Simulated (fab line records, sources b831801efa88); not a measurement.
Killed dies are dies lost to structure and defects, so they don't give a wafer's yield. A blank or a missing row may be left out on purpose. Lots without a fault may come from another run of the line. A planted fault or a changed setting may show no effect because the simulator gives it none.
Split-lot experiment | flow gf180mcu | 5 lots, 23 wafers read, on a route of 602 steps

THE SPLIT
At GF_V4_SPUTTER_22 (material TiN, target thk 10 nm, time 40 s), the setting chamber_pressure_pa was moved away from the recipe's 5 Pa on 10 of the 23 wafers read, by +6.3% to +8.1%. The other wafers ran this setting at the recipe's value.

The reading is taken at the split's own step.

THE READING
TiN_of_V4_SPUTTER_22.thk_nm (the simulator's own value, which no gauge read), in nm, at GF_V4_SPUTTER_22 (material TiN, target thk 10 nm, time 40 s). The file gives no usual value for it. The 13 wafers here that ran the recipe average 10.047 nm, standard deviation 0.098 nm.

wafer  | tool, chamber at the split | chamber_pressure_pa as run, Pa | against the recipe | TiN_of_V4_SPUTTER_22.thk_nm, nm | against lot-mates on the recipe
L074.2 | pvd_sputter-03, -          | 5                              | recipe             | 10.07                           | -
L074.4 | pvd_sputter-03, -          | 5                              | recipe             | 10.02                           | -
L074.6 | pvd_sputter-03, -          | 5                              | recipe             | 10.13                           | -
L076.1 | pvd_sputter-03, -          | 5.317                          | +6.3%              | 9.517                           | no lot-mate on the recipe
L076.2 | pvd_sputter-03, -          | 5.317                          | +6.3%              | 9.425                           | no lot-mate on the recipe
L076.3 | pvd_sputter-03, -          | 5.317                          | +6.3%              | 9.36                            | no lot-mate on the recipe
L076.5 | pvd_sputter-03, -          | 5.317                          | +6.3%              | 9.341                           | no lot-mate on the recipe
L076.6 | pvd_sputter-03, -          | 5.317                          | +6.3%              | 9.279                           | no lot-mate on the recipe
L077.1 | pvd_sputter-03, -          | 5                              | recipe             | 10.11                           | -
L077.3 | pvd_sputter-03, -          | 5                              | recipe             | 10.13                           | -
L077.4 | pvd_sputter-03, -          | 5                              | recipe             | 10.14                           | -
L077.5 | pvd_sputter-03, -          | 5                              | recipe             | 10.17                           | -
L077.6 | pvd_sputter-03, -          | 5                              | recipe             | 10.17                           | -
L081.2 | pvd_sputter-02, -          | 5.407                          | +8.1%              | 9.316                           | no lot-mate on the recipe
L081.3 | pvd_sputter-02, -          | 5.407                          | +8.1%              | 9.338                           | no lot-mate on the recipe
L081.4 | pvd_sputter-02, -          | 5.407                          | +8.1%              | 9.236                           | no lot-mate on the recipe
L081.5 | pvd_sputter-02, -          | 5.407                          | +8.1%              | 9.307                           | no lot-mate on the recipe
L081.6 | pvd_sputter-02, -          | 5.407                          | +8.1%              | 9.34                            | no lot-mate on the recipe
L084.1 | pvd_sputter-03, -          | 5                              | recipe             | 9.947                           | -
L084.2 | pvd_sputter-03, -          | 5                              | recipe             | 9.903                           | -
L084.3 | pvd_sputter-03, -          | 5                              | recipe             | 9.937                           | -
L084.4 | pvd_sputter-03, -          | 5                              | recipe             | 9.957                           | -
L084.5 | pvd_sputter-03, -          | 5                              | recipe             | 9.925                           | -

THE FIT
A straight line over all 23 wafers: TiN_of_V4_SPUTTER_22.thk_nm changes by -0.0954 nm for each +1% of chamber_pressure_pa; r = -0.97; the points scatter about the line by 0.094 nm.
Too few moved wafers have a lot-mate on the recipe to fit a line with each lot's own level taken away.

THE FILE'S OWN FIT
TiN_of_V4_SPUTTER_22.thk_nm changes by -0.0952 nm for each +1% of chamber_pressure_pa, r = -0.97.
